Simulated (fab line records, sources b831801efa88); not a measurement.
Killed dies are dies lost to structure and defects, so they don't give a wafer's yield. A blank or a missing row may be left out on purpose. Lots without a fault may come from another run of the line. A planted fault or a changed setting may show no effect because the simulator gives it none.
Chamber matching | flow sky130 | SKY_CONTACT_CMP_04 on cmp-01: 4 sister chambers
The step polishes SiO2. 7 wafers are shown with their chamber, then 7 later ones without.

WAFERS WITH THEIR CHAMBER
wafer  | chamber | time_to_endpoint_s (s) | motor_current_A (A)
L481.1 | 0       | 79                     | 13.4
L481.3 | 2       | 79                     | 11.9
L483.1 | 2       | 77                     | 11.4
L483.2 | 3       | 81                     | 12.7
L483.5 | 3       | 79                     | 12.2
L484.3 | 0       | 85                     | 12.4
L484.4 | 1       | 89                     | 10.4

WAFERS WITHOUT THEIR CHAMBER
wafer  | time_to_endpoint_s (s) | motor_current_A (A)
L484.5 | 86                     | 10.6
L496.1 | 84                     | 9.4
L496.2 | 77                     | 12.6
L496.3 | 85                     | 12.5
L499.1 | 78                     | 13.3
L499.3 | 86                     | 9.6
L499.4 | 78                     | 12.8

WHICH CHAMBER EACH WENT THROUGH
wafer  | from the rows above          | in truth
L484.5 | 1                            | 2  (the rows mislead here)
L496.1 | 1                            | 1
L496.2 | can't be placed: 3 or 2 or 0 | 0
L496.3 | can't be placed: 0 or 3 or 2 | 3
L499.1 | can't be placed: 0 or 3 or 2 | 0
L499.3 | 1                            | 1
L499.4 | can't be placed: 3 or 0 or 2 | 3
Placed correctly: 2 of 7. Can't be placed from these rows: 4 (the true chamber is among the candidates in 4). Placed wrongly: 1.
How it was worked out, from the rows above alone: a wafer's distance from a chamber is the root of the sum, over the readings, of the square of ((its reading less the chamber's mean) divided by the reading's scatter). The wafer belongs to the nearest chamber; if the next one is less than 2 further off, it can't be placed. A chamber's mean is the mean of its shown wafers. The scatter: the root of (the sum of the squares of (reading less its chamber's mean) over the shown wafers, divided by (wafers less chambers)).
